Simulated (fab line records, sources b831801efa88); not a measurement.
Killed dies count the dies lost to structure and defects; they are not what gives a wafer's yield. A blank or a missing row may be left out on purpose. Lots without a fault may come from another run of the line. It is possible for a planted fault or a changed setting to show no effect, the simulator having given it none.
Chamber matching	flow gf180mcu	cmp-02 running GF_V2_CMP_04: 4 sister chambers
The step polishes SiO2. 8 wafers are shown with their chamber, then 7 later ones without.

## WAFERS PAIRED WITH THEIR CHAMBERS
wafer	chamber	motor-current-A (A)	time-to-endpoint-s (s)
L400.2	0	11.2	81
L403.2	0	11.2	81
L405.2	3	15.0	79
L405.5	1	10.6	86
L406.1	2	11.9	82
L406.2	1	10.5	81
L406.4	3	15.5	85
L413.4	2	11.7	81

## WAFERS WITH NO CHAMBER GIVEN
wafer	motor-current-A (A)	time-to-endpoint-s (s)
L413.5	11.8	81
L419.1	12.2	80
L419.2	16.0	83
L419.3	10.6	82
L421.1	11.1	84
L421.2	10.9	72
L421.5	10.0	88

## WHICH CHAMBER EACH ONE RAN IN
wafer	from the rows above	in truth
L413.5	2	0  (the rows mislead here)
L419.1	2	2
L419.2	3	3
L419.3	1	1
L421.1	can't be placed: 0 or 1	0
L421.2	can't be placed: 0 or 1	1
L421.5	1	1
Placed correctly: 4 of 7. Not placeable from these rows: 2 (in 2, the candidates include the true chamber). Placed wrongly: 1.
How it was worked out, from the rows above alone: a wafer's distance from a chamber is the root of the sum, over the readings, of the square of ((its reading less the chamber's mean) divided by the reading's scatter). The wafer belongs to the nearest chamber; if the next one is less than 2 further off, it can't be placed. A chamber's mean is the mean of its shown wafers. The scatter: take each reading less its chamber's mean, square it, sum over the shown wafers, divide by the number of wafers less the number of chambers, and take the root.
